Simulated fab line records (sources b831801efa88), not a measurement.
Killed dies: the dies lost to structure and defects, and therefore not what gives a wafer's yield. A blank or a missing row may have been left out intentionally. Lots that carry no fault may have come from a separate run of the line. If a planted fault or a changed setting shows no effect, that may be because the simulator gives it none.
Which tool did it? + flow sky130 + 6 lots, 18 wafers sampled, at 1 step of a route of 708

== WHAT THE GAUGES READ, wafer by wafer ==
SKY_VT_ADJUST_HVTR_TW_MEAS_11.
| lot  | measured     | on           | VT_ADJUST_HVTR_TW |
|------|--------------|--------------|-------------------|
| L964 | day 10 06:35 | filmMetro-02 | 209.2 207.9 209.6 |
| L967 | day 11 00:22 | filmMetro-01 | 209.9 208.0 208.8 |
| L976 | day 13 13:44 | filmMetro-01 | 208.7 207.9 208.0 |
| L978 | day 14 08:15 | filmMetro-01 | 207.1 206.7 206.9 |
| L981 | day 15 05:47 | filmMetro-04 | 212.2 210.1 211.3 |
| L983 | day 15 15:59 | filmMetro-02 | 208.7 208.2 210.0 |

== WHAT TOOL EACH LOT RAN ON (gives the tool, then ch and the chambers of the sampled wafers, and finally the start) ==
No process step before these readings appears in the record.

== THE ANSWER, worked out from the rows above alone ==
Rule: what is usual is taken from the lots themselves. Put in order of their means at a reading, lots are off if they are a third of the lots or fewer, leave a main group of 4 or more, and stand apart from it by a gap of 3 or more times the standard deviation of the main group's means; of several such gaps the widest counts. Not used: any main group whose means are identical at the precision the tables above print for the reading. Also off: a lot with no number at a reading for which 4 or more lots have one. Where the step has rows for the other lots, those lots are counted as sound.
No lot is off on any of the readings shown, so nothing can be concluded from this.

== WHAT THE SIMULATOR HAD PUT IN ==
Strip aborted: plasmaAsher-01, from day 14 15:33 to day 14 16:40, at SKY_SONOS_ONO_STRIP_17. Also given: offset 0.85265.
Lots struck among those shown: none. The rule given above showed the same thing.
